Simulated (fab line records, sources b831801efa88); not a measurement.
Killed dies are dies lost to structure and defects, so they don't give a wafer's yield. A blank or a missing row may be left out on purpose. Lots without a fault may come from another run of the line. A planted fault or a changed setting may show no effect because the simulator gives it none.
A struck lot beside a sound one | flow sky130 | 14 steps out of a route of 708
Sound: wafers L418.4, L418.5, L418.6. Struck: wafers L422.3, L422.5, L422.6. The cause comes at the end.
At each step with rows: each side's tool, then ch and its chambers, then its first start. Under that, the readings that differ: sound wafers | struck wafers | difference of the means | sigmas: that difference in standard deviations of wafers without a fault.
alike: readings whose means differ by less than 2 such deviations, and words and numbers that are the same on both sides. not compared: withheld readings, readings that some wafer has no value for, bounds like >300 that may hide the same value, and numbers for which the record gives no deviation and whose values overlap.
The two part at a step that has a row with sigmas, a row that says differs or no value, or rows on one side only. Numbers that don't overlap but have no deviation are shown without sigmas and don't part them. A reading that every wafer of one side lacks parts them only if that side has two wafers or more.

SKY_LI_CONTACT_THK_MEAS_23: measures by xrf.
  sound on film_metro-04, day 33 02:37; struck on film_metro-04, day 34 11:12
  alike: LI_CONTACT_W_THK
SKY_LI_CONTACT_CMP_24: polishes, stops on PSG, t overpolish 20 s, target thk 0 nm.
  sound on cmp-02 ch 1,2, day 33 02:39; struck on cmp-02 ch 0,3, day 34 11:17
  alike: motor_current_A, overpolish_run_s, time_to_endpoint_s
SKY_LOCAL_INTERCONNECT_SPUTTER_00: material TiN, target thk 100 nm, time 83.3 s.
  sound on pvd_sputter-01, day 33 02:57; struck on pvd_sputter-01, day 34 11:32
  alike: cathode_dc_power_W, throttle_valve_pct
SKY_LOCAL_INTERCONNECT_RS_MEAS_01: measures by four-point-probe.
  sound on film_metro-02, day 33 03:05; struck on film_metro-03, day 34 11:38
  alike: LOCAL_INTERCONNECT_TIN_RS
SKY_LOCAL_INTERCONNECT_THK_MEAS_02: measures by xrf.
  sound on film_metro-02, day 33 03:10; struck on film_metro-03, day 34 11:44
  alike: LOCAL_INTERCONNECT_TIN_THK
then, 7 steps without rows for these wafers: SKY_LOCAL_INTERCONNECT_DEHYDRATE_03 (time 60 s); SKY_LOCAL_INTERCONNECT_HMDS_04 (prime time 60 s); SKY_LOCAL_INTERCONNECT_COAT_05 (resist thk 60 nm); SKY_LOCAL_INTERCONNECT_COAT_06 (resist thk 445.2 nm); SKY_LOCAL_INTERCONNECT_SOFTBAKE_07 (time 90 s); SKY_LOCAL_INTERCONNECT_EXPOSE_08 (exposes mask LI1M, target cd 170 nm); SKY_LOCAL_INTERCONNECT_PEB_09.
SKY_LOCAL_INTERCONNECT_DEVELOP_10: develop time 60 s.
  sound on litho_track-04 ch 0, day 34 06:00; struck on litho_track-04 ch 0, day 35 14:00
  reading              | sound             | struck            | difference | sigmas
  developer_temp_C (C) | 20.89 20.97 21.02 | 23.23 23.16 23.27 | +2.26      | +21
  alike: resist_line_temp_C
SKY_LOCAL_INTERCONNECT_CD_MEAS_11: target cd 170 nm.
  sound on cd_sem-02, day 34 06:27; struck on cd_sem-01, day 35 14:29
  reading    | sound             | struck            | difference | sigmas
  cd_nm (nm) | 172.8 174.3 171.7 | 168.4 168.5 168.1 | -4.6       | -3

WHERE THEY PART
First at SKY_LOCAL_INTERCONNECT_DEVELOP_10; last, within this record, at SKY_LOCAL_INTERCONNECT_CD_MEAS_11.

WHY: what the simulator had put in
Process parameter drift: litho_track-04, from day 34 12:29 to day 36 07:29, at SKY_LOCAL_INTERCONNECT_DEVELOP_10. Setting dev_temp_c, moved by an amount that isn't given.
